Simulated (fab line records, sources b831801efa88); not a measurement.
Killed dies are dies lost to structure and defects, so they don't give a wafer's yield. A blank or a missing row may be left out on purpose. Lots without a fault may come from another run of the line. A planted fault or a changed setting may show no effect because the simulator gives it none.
Which tool did it? | flow gf180mcu | 13 lots, 39 wafers sampled, at 4 steps of a route of 602

WHAT THE GAUGES READ, wafer by wafer
GF_SAB_CD_MEAS_09: target cd 420 nm.
lot  | measured     | on        | cd_nm (nm)
L260 | day 15 00:50 | cd_sem-01 | 418.8 420.8 419.0
L262 | day 15 19:25 | cd_sem-01 | 419.9 419.9 420.4
L264 | day 16 15:39 | cd_sem-01 | 418.4 419.6 418.6
L267 | day 17 20:17 | cd_sem-02 | 420.4 421.6 421.2
L268 | day 18 01:20 | cd_sem-02 | 422.1 420.5 421.9
L269 | day 18 04:04 | cd_sem-02 | 416.6 416.2 415.1
L270 | day 18 21:44 | cd_sem-02 | 421.1 420.8 421.3
L271 | day 19 02:13 | cd_sem-01 | 418.9 418.2 415.2
L277 | day 21 02:53 | cd_sem-02 | 420.0 420.6 420.4
L278 | day 21 11:24 | cd_sem-01 | 418.8 419.2 419.5
L281 | day 22 10:12 | cd_sem-01 | 421.1 420.9 420.6
L282 | day 23 02:52 | cd_sem-01 | 421.8 422.7 422.9
L283 | day 23 06:41 | cd_sem-02 | 420.7 417.9 418.8

GF_CONTACT_RS_MEAS_25: measures by four-point-probe.
lot  | measured     | on            | CONTACT_W_RS (ohm/sq)
L260 | day 16 01:23 | film_metro-04 | 0.387 0.383 0.382
L262 | day 16 20:27 | film_metro-04 | 0.376 0.379 0.378
L264 | day 17 16:44 | film_metro-01 | 0.388 0.389 0.391
L267 | day 18 22:47 | film_metro-03 | 0.393 0.387 0.393
L268 | day 19 05:06 | film_metro-03 | 0.383 0.377 0.378
L269 | day 19 06:44 | film_metro-04 | 44.309 42.757 43.279
L270 | day 20 00:47 | film_metro-01 | 43.952 45.155 44.844
L271 | day 20 04:55 | film_metro-01 | 43.120 43.233 42.857
L277 | day 22 05:11 | film_metro-04 | 0.384 0.378 0.382
L278 | day 22 12:51 | film_metro-04 | 0.382 0.378 0.374
L281 | day 23 11:19 | film_metro-01 | 0.386 0.392 0.385
L282 | day 24 03:35 | film_metro-01 | 0.380 0.383 0.378
L283 | day 24 07:53 | film_metro-04 | 0.383 0.390 0.381

GF_CONTACT_THK_MEAS_26: measures by xrf.
lot  | measured     | on            | CONTACT_W_THK (nm)
L260 | day 16 01:31 | film_metro-04 | 291 295 296
L262 | day 16 20:34 | film_metro-04 | 301 299 301
L264 | day 17 16:52 | film_metro-01 | 298 297 296
L267 | day 18 22:55 | film_metro-03 | 292 293 290
L268 | day 19 05:13 | film_metro-03 | 299 304 302
L269 | day 19 06:52 | film_metro-04 | <0 <0 <0
L270 | day 20 00:53 | film_metro-01 | <0 <0 <0
L271 | day 20 05:02 | film_metro-01 | <0 <0 <0
L277 | day 22 05:18 | film_metro-04 | 296 300 297
L278 | day 22 12:56 | film_metro-04 | 296 298 302
L281 | day 23 11:24 | film_metro-01 | 300 297 302
L282 | day 24 03:43 | film_metro-01 | 306 305 310
L283 | day 24 08:01 | film_metro-04 | 292 290 295

WHICH TOOL RAN EACH LOT (tool, then ch and the chambers of the sampled wafers, then the start)
lot  | GF_CONTACT_CVD_24
L260 | cvd_w-01 ch 1, day 16 01:17
L262 | cvd_w-02 ch 0,1, day 16 20:20
L264 | cvd_w-01 ch 0, day 17 16:32
L267 | cvd_w-01 ch 0, day 18 22:35
L268 | cvd_w-02 ch 0,1, day 19 05:00
L269 | cvd_w-02 ch 0,1, day 19 06:38
L270 | cvd_w-02 ch 0,1, day 20 00:41
L271 | cvd_w-01 ch 0,1, day 20 04:48
L277 | cvd_w-01 ch 0,1, day 22 05:05
L278 | cvd_w-02 ch 0,1, day 22 12:43
L281 | cvd_w-01 ch 0,1, day 23 11:11
L282 | cvd_w-02 ch 0, day 24 03:29
L283 | cvd_w-01 ch 0,1, day 24 07:47
- GF_CONTACT_CVD_24: deposits W, target thk 300 nm, time 90.339 s.

WHAT THE TOOLS THEMSELVES READ (means of the sampled wafers that have a number; where no wafer has one, the mark that the record gives instead)
GF_CONTACT_CVD_24.
lot  | tool     | chamber_pressure_Torr (Torr) | heater_power_outer_w (W) | heater_power_w (W)
L260 | cvd_w-01 | 40.01                        | 511                      | 849
L262 | cvd_w-02 | 39.99                        | 571                      | 947
L264 | cvd_w-01 | 39.95                        | 602                      | 973
L267 | cvd_w-01 | 40.04                        | 603                      | 972
L268 | cvd_w-02 | 39.99                        | 488                      | 849
L269 | cvd_w-02 | -                            | -                        | -
L270 | cvd_w-02 | -                            | -                        | -
L271 | cvd_w-01 | -                            | -                        | -
L277 | cvd_w-01 | 40.03                        | 557                      | 893
L278 | cvd_w-02 | 40.06                        | 529                      | 882
L281 | cvd_w-01 | 40.08                        | 549                      | 900
L282 | cvd_w-02 | 40.02                        | 569                      | 941
L283 | cvd_w-01 | 39.98                        | 555                      | 887

THE ANSWER, worked out from the rows above alone
Rule: what is usual is taken from the lots themselves. Put in order of their means at a reading, lots are off if they are a third of the lots or fewer, leave a main group of 4 or more, and stand apart from it by a gap of 3 or more times the standard deviation of the main group's means; of several such gaps the widest counts. A main group whose means are all the same, to the digits that the tables above print for the reading, isn't used. A lot without any number at a reading at which 4 lots or more have one is off too. The other lots that the step has rows for count as sound. The gauges are gone through in route order, then the tools' own readings, and for those a lot's mean is taken as printed above. The first step at which some lot is off is used, and at that step the reading that is off furthest; a lot without a number counts as furthest.
Off: L269, L270, L271, at GF_CONTACT_RS_MEAS_25 (CONTACT_W_RS). The main group: mean 0.383 ohm/sq, standard deviation 0.0045.
A tool fits if, at a process step before that reading, it ran every lot that is off, and no sound lot after the first of them. The gauges at GF_CONTACT_RS_MEAS_25 aren't tried: what is off there is off at GF_CONTACT_CVD_24 too, on other tools, and a gauge's error can't cause that. None of those tried fits.

WHAT THE SIMULATOR HAD PUT IN
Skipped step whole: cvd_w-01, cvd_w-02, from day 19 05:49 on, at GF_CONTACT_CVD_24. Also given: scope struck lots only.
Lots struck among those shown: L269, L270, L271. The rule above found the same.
